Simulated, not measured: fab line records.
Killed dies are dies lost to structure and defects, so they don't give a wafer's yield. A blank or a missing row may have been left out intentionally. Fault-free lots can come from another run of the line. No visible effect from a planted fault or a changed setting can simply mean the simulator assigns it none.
Comparing a struck lot with a sound one    flow gf180mcu    20 out of 602 route steps
Sound: wafers L451.1, L451.3, L451.4. The struck wafers were L460.2, L460.3, L460.5. The cause is named last.
Order at every step that has rows: each side's tool, ch and its chambers, its first start. Under that, the readings that differ: sound wafers    struck wafers    difference of the means    sigmas: that difference in standard deviations of wafers without a fault.
alike: words and numbers the same on both sides, and readings whose means are apart by under 2 such deviations; not compared: readings that were withheld, readings missing a value for some wafer, numbers with overlapping values and no deviation given by the record, and bounds like >300 which may hide the same value.
A row with sigmas, a row that says differs or no value, or rows on one side alone: a step with any of these is where the two part. Numbers that have no deviation but don't overlap get no sigmas and don't part them. Lack of a reading on every wafer of one side parts them only where that side has two or more wafers.

first, 1 step without rows for these wafers: GF_CONTACT_CVD_00 (deposits SiO2, target thk 300 nm, time 50 s).
GF_CONTACT_THK_MEAS_01:
  sound: film-metro-01 at day 16 05:57; struck: film-metro-01 at day 19 07:44
  alike: CONTACT_CVD_00_THK
GF_CONTACT_CVD_02: deposits SiO2 from TEOS, target thk 860 nm, time 95.992 s.
  sound on pecvd-03 ch 0,1,2, day 16 06:01; struck on pecvd-01 ch 0,1,2, day 19 07:47
  alike: heater-power-w
GF_CONTACT_THK_MEAS_03:
  sound: film-metro-02 at day 16 06:05; struck: film-metro-04 at day 19 07:52
  alike: CONTACT_CVD_02_THK
GF_CONTACT_CMP_04: polishes SiO2.
  sound on cmp-02 ch 1,2,3, day 16 06:08; struck on cmp-02 ch 1,2,3, day 19 08:01
reading                 sound       struck       difference  sigmas
time-to-endpoint-s (s)  100 99 109  119 109 119  +13         +2
  alike: edge-zone-pressure-frac, motor-current-A
GF_CONTACT_BOW_MEAS_05:
  sound: film-metro-04 at day 16 06:26; struck: film-metro-02 at day 19 08:14
  alike: CONTACT_BOW
then, 6 steps without rows for these wafers: GF_CONTACT_DEHYDRATE_06 (time 60 s); GF_CONTACT_HMDS_07 (prime time 60 s); GF_CONTACT_COAT_08; GF_CONTACT_COAT_09 (resist thk 1000 nm); GF_CONTACT_SOFTBAKE_10 (time 60 s); GF_CONTACT_EXPOSE_11 (exposes mask Contact, target cd 220 nm).
GF_CONTACT_PEB_12: peb time 90 s.
  sound on litho-track-01 ch 0, day 17 04:47; struck on litho-track-03 ch 0, day 20 09:00
reading                   sound                 struck                difference  sigmas
heater-power-total-W (W)  85.60 85.66 85.64     88.30 88.28 88.25     +2.64       +32
plate-temp-C (C)          135.08 134.91 134.95  137.96 138.02 138.09  +3.04       +22
  alike: resist-line-temp-C
then, 1 step without rows for these wafers: GF_CONTACT_DEVELOP_13 (develop time 60 s).
GF_CONTACT_CD_MEAS_14: target cd 220 nm.
  sound: cd-sem-01 at day 17 05:08; struck: cd-sem-02 at day 20 09:20
reading     sound              struck             difference  sigmas
cd-nm (nm)  217.5 217.4 218.1  227.4 228.4 226.9  +9.9        +6
GF_CONTACT_OVL_MEAS_15:
  sound: overlay-02 at day 17 05:16; struck: overlay-01 at day 20 09:27
  alike: CONTACT_OVL
GF_CONTACT_ETCH_16: etches BARC in N2/H2.
  sound on rie-diel-01 ch 0,1, day 17 05:18; struck on rie-diel-01 ch 1,3, day 20 09:29
reading                   sound              struck             difference  sigmas
model.CONTACT.cd-nm (nm)  217.6 217.2 218.3  227.3 228.8 226.6  +9.9        
  alike: drypump-motor-current-A, oes-product-au, throttle-valve-pct
GF_CONTACT_ETCH_17: etches SiO2 in C4F8/O2/Ar, stops on CoSi2, target depth 860 nm.
  sound on rie-diel-01 ch 0,1; struck on rie-diel-01 ch 1,3
reading                   sound              struck             difference  sigmas
model.CONTACT.cd-nm (nm)  218.6 217.9 219.4  227.5 229.1 227.1  +9.3        
  alike: oes-product-au
GF_CONTACT_STRIP_18: strips in O2/N2.
  sound on plasma-asher-04 ch 0,1, day 17 05:28; struck on plasma-asher-04 ch 0,1, day 20 09:38
  alike: drypump-motor-current-A, heater-power-w, oes-product-au
  not compared: rf-hours-counter-h
-- the record jumps here: 12 days lie between the struck wafers' starts before and after (it left off in module CONTACT and takes up again in module PASSIVATION, whose first step shown is number 602 of the route) --
GF_PASSIVATION_PROBE_99:
  the record has rows for the struck wafers here (prober-01, day 32 10:53) and none for the sound ones

== WHERE THEY PART ==
Earliest at GF_CONTACT_CMP_04; latest, in this record, at GF_PASSIVATION_PROBE_99.

WHY: what the simulator had put in
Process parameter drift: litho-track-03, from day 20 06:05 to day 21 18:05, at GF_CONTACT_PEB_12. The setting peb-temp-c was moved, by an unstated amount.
